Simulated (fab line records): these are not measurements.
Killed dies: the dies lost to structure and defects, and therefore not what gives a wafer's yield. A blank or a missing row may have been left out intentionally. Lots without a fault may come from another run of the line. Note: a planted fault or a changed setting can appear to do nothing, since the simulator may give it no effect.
fab line records	flow gf180mcu
[record] lots = 5	wafers = 15	last_day = 33
route steps=602 shown V3@437 M4@456
lots that met no fault: taken from a fault-free run of the same line
start_h: hours from the record's first day to the start of the lot's first wafer shown	wait_h: time in hours since the lot's previous step	" identical to the entry in the row above	L1.1+2: one row covering several wafers at once	- value missing, or start not given	* or withheld: withheld	< > ~ a bound
route shown NAME@n: a module of which the file shows steps, and the number in the route of the first	usual: mean and standard deviation over wafers with no fault	same: alike in all rows	chamber/n: place in a boat	sites: the reading at each site	_std_site: standard deviation across them	_edge_site: mean of outer sites minus mean of inner sites	radius_mm: for every site, how far away it sits from the centre of the wafer	mask NAME#n: copy n	behind: the last tool/chamber to shape the wafer	hold: reason for holding the lot/hours on hold/outcome of the hold	device: the transistor (n, p or np) that didn't switch	end of line: the route-end tests of the same wafers	a step without rows: its recipe alone	killed: not the wafer's yield, but the dies lost to structure and defects at the first sort	map: per-die view of a wafer (x killed, . not killed, _ where there is no die)
set.NAME: the setting that was run; set.NAME@STEP: the one run at that earlier step	model.NAME: the simulator's own value behind a step, which no gauge read
lots at selected steps of the route; one table per step, one row per wafer
services: a tool's chamber out of use, with start hour (start_h, from the record's first day; less than 0 if before it), hours out, and reason
[[steps]]
[step GF_V3_COAT_08]
[recipe] resist = BARC	temp_c = withheld	time_s = withheld	spin_rpm = withheld	resist_thk_nm = withheld
lot.wafer	tool	chamber	start_h	wait_h
L080.1+2+5	litho_track-04	0	556.58	0.1
L081.1+4+6	litho_track-04	0	561.73	0.1
L084.2+4+6	litho_track-04	0	588.80	0.1
L086.2+3+4	litho_track-04	0	609.80	0.1
L091.1+2+4	litho_track-01	0	642.30	0.1
[step GF_V3_COAT_09]
[recipe] resist = KrF	spin_rpm = withheld	resist_thk_nm = 1000
lot.wafer	tool	chamber	start_h	wait_h
L080.1+2+5	litho_track-04	0	-	-
L081.1+4+6	litho_track-04	0	-	-
L084.2+4+6	litho_track-04	0	-	-
L086.2+3+4	litho_track-04	0	-	-
L091.1+2+4	litho_track-01	0	-	-
[step GF_V3_SOFTBAKE_10]
[recipe] temp_c = 130	time_s = 60	resist = KrF
lot.wafer	tool	chamber	start_h	wait_h
L080.1+2+5	litho_track-04	0	-	-
L081.1+4+6	litho_track-04	0	-	-
L084.2+4+6	litho_track-04	0	-	-
L086.2+3+4	litho_track-04	0	-	-
L091.1+2+4	litho_track-01	0	-	-
[step GF_V3_EXPOSE_11]
[recipe] mask_id = Via3	target_cd_nm = 260	na = 0.68	source_shape = conventional	sigma_outer = 0.6	dose_mj = 38
lot.wafer	tool	chamber	start_h	wait_h	mask
L080.1+2+5	krf_scanner-01	0	-	-	Via3#0
L081.1+4+6	krf_scanner-01	0	-	-	Via3#0
L084.2+4+6	krf_scanner-02	0	-	-	Via3#0
L086.2+3+4	krf_scanner-02	0	-	-	Via3#0
L091.1+2+4	krf_scanner-02	0	-	-	Via3#0
[step GF_V3_PEB_12]
[recipe] peb_temp_c = 135	peb_time_s = 90	resist = KrF
lot.wafer	tool	chamber	start_h	wait_h
L080.1+2+5	litho_track-02	0	-	-
L081.1+4+6	litho_track-01	0	-	-
L084.2+4+6	litho_track-02	0	-	-
L086.2+3+4	litho_track-02	0	-	-
L091.1+2+4	litho_track-01	0	-	-
[step GF_V3_DEVELOP_13]
[recipe] develop_time_s = 60	resist = KrF	dev_temp_c = 21
lot.wafer	tool	chamber	start_h	wait_h
L080.1+2+5	litho_track-02	0	567.89	0.2
L081.1+4+6	litho_track-01	0	573.25	0.2
L084.2+4+6	litho_track-02	0	599.67	0.2
L086.2+3+4	litho_track-02	0	620.62	0.2
L091.1+2+4	litho_track-01	0	652.00	0.2
[step GF_V3_CD_MEAS_14]
[recipe] target_cd_nm = 260
[usual] cd_nm = 260.1/1.2
lot.wafer	tool	chamber	start_h	wait_h	cd_nm
L080.1	cd_sem-01	-	568.04	0.1	259.1
L080.2	"	-	"	"	260.4
L080.5	"	-	"	"	260.6
L081.1	cd_sem-02	-	573.40	0.1	258.8
L081.4	"	-	"	"	258.4
L081.6	"	-	"	"	258.4
L084.2	cd_sem-01	-	599.81	0.1	260.4
L084.4	"	-	"	"	261.7
L084.6	"	-	"	"	260.6
L086.2	cd_sem-02	-	620.82	0.2	259.8
L086.3	"	-	"	"	259.3
L086.4	"	-	"	"	261.1
L091.1	cd_sem-02	-	652.15	0.1	258.5
L091.2	"	-	"	"	257.1
L091.4	"	-	"	"	257.3
[step GF_V3_OVL_MEAS_15]
[usual] V3_OVL = -1/4.9
lot.wafer	tool	chamber	start_h	wait_h	V3_OVL[nm]
L080.1	overlay-01	-	568.16	0.1	2
L080.2	"	-	"	"	-3
L080.5	"	-	"	"	-2
L081.1	overlay-02	-	573.52	0.1	3
L081.4	"	-	"	"	5
L081.6	"	-	"	"	1
L084.2	overlay-02	-	599.92	0.1	-10
L084.4	"	-	"	"	-1
L084.6	"	-	"	"	-7
L086.2	overlay-02	-	620.93	0.1	-4
L086.3	"	-	"	"	9
L086.4	"	-	"	"	-7
L091.1	overlay-01	-	652.27	0.1	5
L091.2	"	-	"	"	0
L091.4	"	-	"	"	0
[step GF_V3_ETCH_16]
[recipe] chemistry = N2/H2	target_depth_a = withheld	overetch_a = withheld	time_s = withheld	target = BARC	ion_energy_ev = 200	source_w = 500	bias_w = 100	pressure_mtorr = 30	n2_flow_sccm = 100	h2_flow_sccm = 200
[usual] drypump_motor_current_A = 5.6/0.5	h2_flow_sccm = 200.1/0.64	oes_product_au = 0.854/0.0052	throttle_valve_pct = 13.225/0.0096
lot.wafer	tool	chamber	start_h	wait_h	drypump_motor_current_A	h2_flow_sccm	oes_product_au	throttle_valve_pct
L080.1	rie_diel-03	1	568.20	0.0	6.0	198.5	0.859	13.241
L080.2	"	2	"	"	4.8	199.9	0.853	13.205
L080.5	"	2	"	"	4.8	200.2	0.865	13.221
L081.1	rie_diel-04	3	573.55	0.0	5.2	200.1	0.856	13.223
L081.4	"	1	"	"	6.2	199.1	0.863	13.220
L081.6	"	2	"	"	6.2	200.6	0.856	13.217
L084.2	rie_diel-04	2	599.95	0.0	6.2	199.5	0.856	13.223
L084.4	"	3	"	"	5.2	200.2	0.852	13.239
L084.6	"	0	"	"	5.1	200.7	0.851	13.237
L086.2	rie_diel-03	3	620.96	0.0	6.4	200.0	0.856	13.225
L086.3	"	2	"	"	4.9	200.8	0.849	13.228
L086.4	"	1	"	"	6.0	200.6	0.852	13.227
L091.1	rie_diel-04	1	652.30	0.0	6.2	200.0	0.862	13.232
L091.2	"	2	"	"	6.2	199.9	0.848	13.219
L091.4	"	3	"	"	5.2	200.2	0.849	13.220
[step GF_V3_ETCH_17]
[recipe] chemistry = C4F8/O2/Ar	mask_material = KrF	target = SiO2	stop_on = TiN	source_w = 1500	bias_w = 1200	pressure_mtorr = 40	c4f8_flow_sccm = withheld	O2_flow_sccm = 6	Ar_flow_sccm = 300	time_s = withheld	target_depth_a = 6350
[usual] oes_product_au = 0.846/0.0045
lot.wafer	tool	chamber	start_h	wait_h	oes_product_au
L080.1	rie_diel-03	1	-	-	0.850
L080.2	"	2	"	"	0.851
L080.5	"	2	"	"	0.844
L081.1	rie_diel-04	3	-	-	0.843
L081.4	"	1	"	"	0.849
L081.6	"	2	"	"	0.843
L084.2	rie_diel-04	2	-	-	0.847
L084.4	"	3	"	"	0.846
L084.6	"	0	"	"	0.846
L086.2	rie_diel-03	3	-	-	0.846
L086.3	"	2	"	"	0.845
L086.4	"	1	"	"	0.848
L091.1	rie_diel-04	1	-	-	0.848
L091.2	"	2	"	"	0.844
L091.4	"	3	"	"	0.842
[step GF_V3_STRIP_18]
[recipe] chemistry = O2/N2	power_w = 1400	pressure_mtorr = 1500	platen_temp_c = 250	o2_flow_sccm = 3000	n2_flow_sccm = 300	overash_fraction = 0.5
[usual] drypump_motor_current_A = 5.7/0.6	heater_power_w = 327/28	oes_product_au = 0.593/0.0045
lot.wafer	tool	chamber	start_h	wait_h	drypump_motor_current_A	heater_power_w	oes_product_au	rf_hours_counter_h
L080.1	plasma_asher-01	1	568.33	-	5.6	316	0.594	70
L080.2	"	0	"	"	4.7	332	0.590	70
L080.5	"	0	"	"	4.7	341	0.593	-
L081.1	plasma_asher-01	1	573.68	-	5.6	315	0.598	70
L081.4	"	1	"	"	5.6	317	0.589	-
L081.6	"	0	"	"	4.7	338	0.599	-
L084.2	plasma_asher-01	0	600.08	-	4.7	338	0.595	73
L084.4	"	1	"	"	5.5	319	0.586	-
L084.6	"	1	"	"	5.5	305	0.591	-
L086.2	plasma_asher-01	0	621.09	-	4.8	342	0.589	75
L086.3	"	0	"	"	4.8	344	0.593	-
L086.4	"	1	"	"	5.5	315	0.590	-
L091.1	plasma_asher-03	1	652.43	-	6.1	293	0.595	51
L091.2	"	0	"	"	6.4	401	0.592	51
L091.4	"	1	"	"	6.0	304	0.591	-
[step GF_V3_STRIP_19]
[recipe] chemistry = post_etch_residue_remover	time_s = 1200	temp_c = 72.5
lot.wafer	tool	chamber	start_h	wait_h
L080.1+2+5	wet_bench-02	3	568.43	0.1
L081.1+4+6	wet_bench-01	0	573.78	0.1
L084.2+4+6	wet_bench-01	0	600.18	0.1
L086.2+3+4	wet_bench-02	2	621.19	0.1
L091.1+2+4	wet_bench-03	0	652.53	0.1
[step GF_V3_CLEAN_20]
[recipe] chemistry = DIW	dry = n2_spin
lot.wafer	tool	chamber	start_h	wait_h
L080.1+2+5	wet_bench-03	1	568.77	0.0
L081.1+4+6	wet_bench-02	1	574.12	0.0
L084.2+4+6	wet_bench-02	2	600.52	0.0
L086.2+3+4	wet_bench-01	3	621.56	0.0
L091.1+2+4	wet_bench-02	0	652.87	0.0
[step GF_V3_SPUTTER_21]
[recipe] material = Ti	target_thk_nm = 15	chamber_pressure_pa = 5	power_w = 2500	substrate_temp_c = 200	time_s = 80.02
[usual] throttle_valve_pct = 30.3/0.99
lot.wafer	tool	chamber	start_h	wait_h	throttle_valve_pct
L080.1	pvd_sputter-01	-	568.87	0.0	29.6
L080.2	"	-	"	"	30.2
L080.5	"	-	"	"	29.5
L081.1	pvd_sputter-02	-	574.22	0.0	30.3
L081.4	"	-	"	"	30.8
L081.6	"	-	"	"	30.9
L084.2	pvd_sputter-03	-	600.61	0.0	32.2
L084.4	"	-	"	"	30.0
L084.6	"	-	"	"	32.0
L086.2	pvd_sputter-01	-	621.67	0.0	31.3
L086.3	"	-	"	"	29.4
L086.4	"	-	"	"	29.9
L091.1	pvd_sputter-03	-	652.97	0.0	32.0
L091.2	"	-	"	"	29.7
L091.4	"	-	"	"	29.3
[step GF_V3_SPUTTER_22]
[recipe] material = TiN	target_thk_nm = 10	chamber_pressure_pa = 5	power_w = 4000	time_s = 40
[usual] throttle_valve_pct = 30.3/0.96
lot.wafer	tool	chamber	start_h	wait_h	throttle_valve_pct
L080.1	pvd_sputter-01	-	568.93	0.0	29.5
L080.2	"	-	"	"	30.3
L080.5	"	-	"	"	29.5
L081.1	pvd_sputter-02	-	574.28	0.0	30.1
L081.4	"	-	"	"	30.8
L081.6	"	-	"	"	30.7
L084.2	pvd_sputter-03	-	600.67	0.0	32.1
L084.4	"	-	"	"	30.2
L084.6	"	-	"	"	32.0
L086.2	pvd_sputter-01	-	621.73	0.0	31.5
L086.3	"	-	"	"	29.2
L086.4	"	-	"	"	29.9
L091.1	pvd_sputter-03	-	653.03	0.0	32.1
L091.2	"	-	"	"	30.0
L091.4	"	-	"	"	29.2
[step GF_V3_CVD_23]
[recipe] material = W	target_thk_nm = 350	time_s = 104.9	temp_c = 400	pressure_torr = 40
[usual] heater_power_w = 790/110	susceptor_temp_C = 399.98/0.21
lot.wafer	tool	chamber	start_h	wait_h	heater_power_w	susceptor_temp_C
L080.1	cvd_w-02	1	568.97	0.0	978	399.64
L080.2	"	0	"	"	707	399.92
L080.5	"	0	"	"	698	399.85
L081.1	cvd_w-01	1	574.32	0.0	744	400.20
L081.4	"	1	"	"	746	400.43
L081.6	"	1	"	"	757	400.00
L084.2	cvd_w-01	0	600.71	0.0	710	399.71
L084.4	"	0	"	"	742	400.28
L084.6	"	1	"	"	750	400.24
L086.2	cvd_w-02	1	621.77	0.0	972	399.96
L086.3	"	0	"	"	713	400.26
L086.4	"	1	"	"	979	400.02
L091.1	cvd_w-01	0	653.07	0.0	737	400.24
L091.2	"	1	"	"	764	399.67
L091.4	"	1	"	"	758	399.36
[step GF_V3_RS_MEAS_24]
[recipe] thk_meas_gauge = four-point-probe	reads = W_of_V3_CVD_23+TiN_of_V3_SPUTTER_22+Ti_of_V3_SPUTTER_21
[usual] V3_W_RS = 0.328/0.0038
lot.wafer	tool	chamber	start_h	wait_h	V3_W_RS[ohm/sq]
L080.1	film_metro-03	-	569.08	0.1	0.320
L080.2	"	-	"	"	0.323
L080.5	"	-	"	"	0.320
L081.1	film_metro-02	-	574.43	0.1	0.330
L081.4	"	-	"	"	0.328
L081.6	"	-	"	"	0.331
L084.2	film_metro-03	-	600.84	0.1	0.330
L084.4	"	-	"	"	0.334
L084.6	"	-	"	"	0.333
L086.2	film_metro-02	-	621.90	0.1	0.326
L086.3	"	-	"	"	0.335
L086.4	"	-	"	"	0.328
L091.1	film_metro-03	-	653.19	0.1	0.328
L091.2	"	-	"	"	0.333
L091.4	"	-	"	"	0.331
[step GF_V3_THK_MEAS_25]
[recipe] thk_meas_gauge = xrf	reads = W_of_V3_CVD_23
[usual] V3_W_THK = 347/4.4
lot.wafer	tool	chamber	start_h	wait_h	V3_W_THK[nm]
L080.1	film_metro-03	-	569.20	0.1	353
L080.2	"	-	"	"	349
L080.5	"	-	"	"	352
L081.1	film_metro-02	-	574.55	0.1	349
L081.4	"	-	"	"	352
L081.6	"	-	"	"	347
L084.2	film_metro-03	-	600.95	0.1	346
L084.4	"	-	"	"	344
L084.6	"	-	"	"	342
L086.2	film_metro-02	-	622.01	0.1	350
L086.3	"	-	"	"	342
L086.4	"	-	"	"	349
L091.1	film_metro-03	-	653.31	0.1	348
L091.2	"	-	"	"	341
L091.4	"	-	"	"	342
[step GF_V3_CMP_26]
[recipe] stop_on = SiO2	down_force_psi = 3.5	platen_rpm = 60	t_overpolish_s = 15	target_thk_nm = 0	pad_velocity_m_s = 0.94248
[usual] head_pressure_psi = 3.499/0.0076	motor_current_A = 11.9/0.82	overpolish_run_s = 15.000/0.0092	time_to_endpoint_s = 85/3.3
lot.wafer	tool	chamber	start_h	wait_h	head_pressure_psi	motor_current_A	overpolish_run_s	time_to_endpoint_s
L080.1	cmp-02	0	569.36	0.1	3.513	11.5	14.988	88
L080.2	"	1	"	"	3.484	11.6	15.002	84
L080.5	"	3	"	"	3.505	12.7	15.000	88
L081.4	cmp-01	2	574.61	0.0	3.509	10.9	15.010	85
L081.1	"	0	"	"	3.488	10.2	14.988	82
L081.6	"	3	"	"	3.500	13.4	14.999	85
L084.2	cmp-02	3	601.10	0.1	3.488	12.1	14.996	82
L084.4	"	0	"	"	3.518	11.8	15.003	85
L084.6	"	2	"	"	3.496	12.1	15.002	83
L086.2	cmp-01	0	622.11	0.1	3.505	11.0	14.979	85
L086.4	"	1	"	"	3.493	11.7	15.008	80
L086.3	"	2	"	"	3.496	10.6	14.989	85
L091.4	cmp-02	2	653.42	0.1	3.492	12.1	15.009	84
L091.1	"	3	"	"	3.504	12.1	14.996	85
L091.2	"	0	"	"	3.502	11.8	14.990	82
[step GF_M4_SPUTTER_00]
[recipe] material = Ti	target_thk_nm = 37.5	arriving_ion_energy_ev = 80	substrate_temp_c = 200	chamber_pressure_pa = 2	power_w = 4000	time_s = 150
[usual] throttle_valve_pct = 30.1/0.99
lot.wafer	tool	chamber	start_h	wait_h	throttle_valve_pct
L080.1	pvd_sputter-03	-	569.56	0.1	32.3
L080.2	"	-	"	"	29.4
L080.5	"	-	"	"	29.3
L081.1	pvd_sputter-01	-	574.91	0.1	29.9
L081.4	"	-	"	"	31.3
L081.6	"	-	"	"	31.6
L084.2	pvd_sputter-01	-	601.30	0.1	31.3
L084.4	"	-	"	"	31.4
L084.6	"	-	"	"	30.2
L086.2	pvd_sputter-03	-	622.36	0.2	29.3
L086.3	"	-	"	"	30.1
L086.4	"	-	"	"	29.5
L091.1	pvd_sputter-01	-	653.67	0.1	31.3
L091.2	"	-	"	"	29.8
L091.4	"	-	"	"	29.5
[step GF_M4_SPUTTER_01]
[recipe] material = TiN	target_thk_nm = 30	power_w = 6500	time_s = 25	chamber_pressure_pa = 0.4
[usual] throttle_valve_pct = 30.1/0.97
lot.wafer	tool	chamber	start_h	wait_h	throttle_valve_pct
L080.1	pvd_sputter-03	-	569.66	0.1	31.9
L080.2	"	-	"	"	29.5
L080.5	"	-	"	"	29.2
L081.1	pvd_sputter-01	-	575.01	0.1	30.0
L081.4	"	-	"	"	31.5
L081.6	"	-	"	"	31.5
L084.2	pvd_sputter-01	-	601.40	0.1	31.2
L084.4	"	-	"	"	31.5
L084.6	"	-	"	"	30.3
L086.2	pvd_sputter-03	-	622.46	0.1	29.3
L086.3	"	-	"	"	30.1
L086.4	"	-	"	"	29.6
L091.1	pvd_sputter-01	-	653.77	0.1	31.4
L091.2	"	-	"	"	29.9
L091.4	"	-	"	"	29.6
[step GF_M4_SPUTTER_02]
[recipe] material = AlCu	target_thk_nm = 450	power_w = 10600	time_s = 23.9	chamber_pressure_pa = 0.4
[usual] throttle_valve_pct = 30.1/1
lot.wafer	tool	chamber	start_h	wait_h	throttle_valve_pct
L080.1	pvd_sputter-03	-	569.69	0.0	32.0
L080.2	"	-	"	"	29.6
L080.5	"	-	"	"	29.2
L081.1	pvd_sputter-01	-	575.04	0.0	30.3
L081.4	"	-	"	"	31.5
L081.6	"	-	"	"	31.5
L084.2	pvd_sputter-01	-	601.43	0.0	31.5
L084.4	"	-	"	"	31.4
L084.6	"	-	"	"	30.6
L086.2	pvd_sputter-03	-	622.49	0.0	29.1
L086.3	"	-	"	"	30.1
L086.4	"	-	"	"	29.5
L091.1	pvd_sputter-01	-	653.80	0.0	31.3
L091.2	"	-	"	"	29.9
L091.4	"	-	"	"	29.2
[step GF_M4_SPUTTER_03]
[recipe] material = Ti	target_thk_nm = 10	substrate_temp_c = 300	chamber_pressure_pa = 0.3	power_w = 3000	time_s = 6.439
[usual] throttle_valve_pct = 30.1/1
lot.wafer	tool	chamber	start_h	wait_h	throttle_valve_pct
L080.1	pvd_sputter-03	-	569.72	0.0	32.2
L080.2	"	-	"	"	29.5
L080.5	"	-	"	"	29.1
L081.1	pvd_sputter-01	-	575.07	0.0	30.4
L081.4	"	-	"	"	31.5
L081.6	"	-	"	"	31.5
L084.2	pvd_sputter-01	-	601.46	0.0	31.7
L084.4	"	-	"	"	31.3
L084.6	"	-	"	"	30.2
L086.2	pvd_sputter-03	-	622.52	0.0	29.2
L086.3	"	-	"	"	30.1
L086.4	"	-	"	"	29.5
L091.1	pvd_sputter-01	-	653.83	0.0	31.4
L091.2	"	-	"	"	29.7
L091.4	"	-	"	"	29.8
[step GF_M4_SPUTTER_04]
[recipe] material = TiN	target_thk_nm = 50	power_w = 6500	time_s = 41.7	chamber_pressure_pa = 0.4
[usual] throttle_valve_pct = 30.1/1
lot.wafer	tool	chamber	start_h	wait_h	throttle_valve_pct
L080.1	pvd_sputter-03	-	569.74	0.0	31.9
L080.2	"	-	"	"	29.3
L080.5	"	-	"	"	29.1
L081.1	pvd_sputter-01	-	575.09	0.0	30.0
L081.4	"	-	"	"	31.4
L081.6	"	-	"	"	31.8
L084.2	pvd_sputter-01	-	601.49	0.0	31.6
L084.4	"	-	"	"	31.2
L084.6	"	-	"	"	30.1
L086.2	pvd_sputter-03	-	622.54	0.0	29.2
L086.3	"	-	"	"	30.2
L086.4	"	-	"	"	29.6
L091.1	pvd_sputter-01	-	653.85	0.0	31.5
L091.2	"	-	"	"	29.8
L091.4	"	-	"	"	29.3
[step GF_M4_RS_MEAS_05]
[recipe] thk_meas_gauge = four-point-probe	reads = TiN_of_M4_SPUTTER_04+Ti_of_M4_SPUTTER_03+AlCu_of_M4_SPUTTER_02+TiN_of_M4_SPUTTER_01+Ti_of_M4_SPUTTER_00
[usual] M4_ALCU_RS = 0.0696/0.00063
lot.wafer	tool	chamber	start_h	wait_h	M4_ALCU_RS[ohm/sq]
L080.1	film_metro-04	-	569.78	0.0	0.0690
L080.2	"	-	"	"	0.0689
L080.5	"	-	"	"	0.0690
L081.1	film_metro-01	-	575.13	0.0	0.0704
L081.4	"	-	"	"	0.0690
L081.6	"	-	"	"	0.0695
L084.2	film_metro-03	-	601.54	0.0	0.0684
L084.4	"	-	"	"	0.0684
L084.6	"	-	"	"	0.0689
L086.2	film_metro-03	-	622.60	0.0	0.0690
L086.3	"	-	"	"	0.0686
L086.4	"	-	"	"	0.0696
L091.1	film_metro-03	-	653.89	0.0	0.0691
L091.2	"	-	"	"	0.0697
L091.4	"	-	"	"	0.0692
[step GF_M4_THK_MEAS_06]
[recipe] thk_meas_gauge = xrf	reads = AlCu_of_M4_SPUTTER_02
[usual] M4_ALCU_THK = 451/4.3
lot.wafer	tool	chamber	start_h	wait_h	M4_ALCU_THK[nm]
L080.1	film_metro-04	-	569.90	0.1	456
L080.2	"	-	"	"	456
L080.5	"	-	"	"	458
L081.1	film_metro-01	-	575.25	0.1	443
L081.4	"	-	"	"	454
L081.6	"	-	"	"	448
L084.2	film_metro-03	-	601.65	0.1	458
L084.4	"	-	"	"	460
L084.6	"	-	"	"	455
L086.2	film_metro-03	-	622.71	0.1	453
L086.3	"	-	"	"	457
L086.4	"	-	"	"	449
L091.1	film_metro-03	-	654.01	0.1	452
L091.2	"	-	"	"	448
L091.4	"	-	"	"	451
[step GF_M4_DEHYDRATE_07]
[recipe] temp_c = 200	time_s = 60
lot.wafer	tool	chamber	start_h	wait_h
L080.1+2+5	litho_track-02	0	579.94	10.0
L081.1+4+6	litho_track-04	0	584.98	9.7
L084.2+4+6	litho_track-04	0	611.25	9.6
L086.2+3+4	litho_track-02	0	631.87	9.1
L091.1+2+4	litho_track-02	0	662.99	9.0
[step GF_M4_HMDS_08]
[recipe] prime_time_s = 60	prime_temp_c = 120
lot.wafer	tool	chamber	start_h	wait_h
L080.1+2+5	litho_track-02	0	580.09	0.1
L081.1+4+6	litho_track-04	0	585.13	0.1
L084.2+4+6	litho_track-04	0	611.40	0.1
L086.2+3+4	litho_track-02	0	632.02	0.1
L091.1+2+4	litho_track-02	0	663.14	0.1
[step GF_M4_COAT_09]
[recipe] resist = KrF	spin_rpm = withheld	resist_thk_nm = 1000
lot.wafer	tool	chamber	start_h	wait_h
L080.1+2+5	litho_track-02	0	580.24	0.1
L081.1+4+6	litho_track-04	0	585.28	0.1
L084.2+4+6	litho_track-04	0	611.55	0.1
L086.2+3+4	litho_track-02	0	632.17	0.1
L091.1+2+4	litho_track-02	0	663.29	0.1
[step GF_M4_SOFTBAKE_10]
[recipe] temp_c = 130	time_s = 60	resist = KrF
lot.wafer	tool	chamber	start_h	wait_h
L080.1+2+5	litho_track-02	0	580.39	0.1
L081.1+4+6	litho_track-04	0	585.43	0.1
L084.2+4+6	litho_track-04	0	611.70	0.1
L086.2+3+4	litho_track-02	0	632.32	0.1
L091.1+2+4	litho_track-02	0	663.44	0.1
[step GF_M4_EXPOSE_11]
[recipe] mask_id = Metal4	target_cd_nm = 280	na = 0.68	source_shape = conventional	sigma_outer = 0.6	dose_mj = 28
lot.wafer	tool	chamber	start_h	wait_h	mask
L080.1+2+5	krf_scanner-02	0	-	-	Metal4#0
L081.1+4+6	krf_scanner-01	0	-	-	Metal4#0
L084.2+4+6	krf_scanner-01	0	-	-	Metal4#0
L086.2+3+4	krf_scanner-01	0	-	-	Metal4#0
L091.1+2+4	krf_scanner-02	0	-	-	Metal4#0
[step GF_M4_PEB_12]
[recipe] peb_temp_c = 135	peb_time_s = 90	resist = KrF
lot.wafer	tool	chamber	start_h	wait_h
L080.1+2+5	litho_track-02	0	-	-
L081.1+4+6	litho_track-03	0	-	-
L084.2+4+6	litho_track-02	0	-	-
L086.2+3+4	litho_track-04	0	-	-
L091.1+2+4	litho_track-02	0	-	-
[step GF_M4_DEVELOP_13]
[recipe] develop_time_s = 60	dev_temp_c = 21
lot.wafer	tool	chamber	start_h	wait_h
L080.1+2+5	litho_track-02	0	590.54	0.2
L081.1+4+6	litho_track-03	0	596.09	0.2
L084.2+4+6	litho_track-02	0	621.87	0.2
L086.2+3+4	litho_track-04	0	642.35	0.2
L091.1+2+4	litho_track-02	0	672.89	0.2
[step GF_M4_CD_MEAS_14]
[recipe] target_cd_nm = 280
[usual] cd_nm = 280.0/1.3
lot.wafer	tool	chamber	start_h	wait_h	cd_nm
L080.1	cd_sem-02	-	590.69	0.1	280.0
L080.2	"	-	"	"	279.3
L080.5	"	-	"	"	280.1
L081.1	cd_sem-01	-	596.24	0.1	280.6
L081.4	"	-	"	"	279.8
L081.6	"	-	"	"	279.6
L084.2	cd_sem-02	-	622.04	0.1	280.1
L084.4	"	-	"	"	278.9
L084.6	"	-	"	"	279.4
L086.2	cd_sem-01	-	642.50	0.1	282.7
L086.3	"	-	"	"	281.4
L086.4	"	-	"	"	281.1
L091.1	cd_sem-02	-	673.04	0.1	278.9
L091.2	"	-	"	"	280.0
L091.4	"	-	"	"	277.7
[step GF_M4_OVL_MEAS_15]
[usual] M4_OVL = -4/5.2
lot.wafer	tool	chamber	start_h	wait_h	M4_OVL[nm]
L080.1	overlay-02	-	590.81	0.1	-8
L080.2	"	-	"	"	-6
L080.5	"	-	"	"	-3
L081.1	overlay-02	-	596.36	0.1	-3
L081.4	"	-	"	"	-8
L081.6	"	-	"	"	-3
L084.2	overlay-02	-	622.14	0.1	-8
L084.4	"	-	"	"	-7
L084.6	"	-	"	"	-10
L086.2	overlay-02	-	642.60	0.1	1
L086.3	"	-	"	"	12
L086.4	"	-	"	"	3
L091.1	overlay-02	-	673.16	0.1	0
L091.2	"	-	"	"	-3
L091.4	"	-	"	"	-8
[[services]]
tool	chamber	start_h	hours	kind
cmp-01	-	533.15	3.4	repair
pvd_sputter-01	-	535.17	1.9	repair
rie_diel-04	0	537.85	13.1	repair
rie_diel-03	2	539.11	3.4	repair
krf_scanner-01	-	546.01	4.2	repair
krf_scanner-02	-	550.25	0.8	pm
krf_scanner-01	-	554.52	0.8	pm
krf_scanner-01	-	562.57	3.0	pm
cvd_w-01	1	564.65	3.8	repair
cmp-02	-	572.00	4.0	pm
cmp-02	-	586.80	4.7	repair
rie_diel-04	1	589.23	11.7	repair
rie_diel-03	3	594.67	5.2	repair
krf_scanner-02	-	607.51	1.0	pm
plasma_asher-01	-	614.75	4.6	repair
krf_scanner-02	-	618.97	1.3	pm
cvd_w-01	-	628.69	0.3	repair
krf_scanner-01	-	628.77	0.8	pm
cvd_w-01	-	639.73	1.1	repair
rie_diel-04	2	640.61	1.8	repair
cmp-02	-	651.51	0.3	repair
cvd_w-01	1	654.34	14.7	repair
krf_scanner-01	-	657.04	1.0	pm
rie_diel-04	2	670.08	32.9	repair
[[key]]
fault none
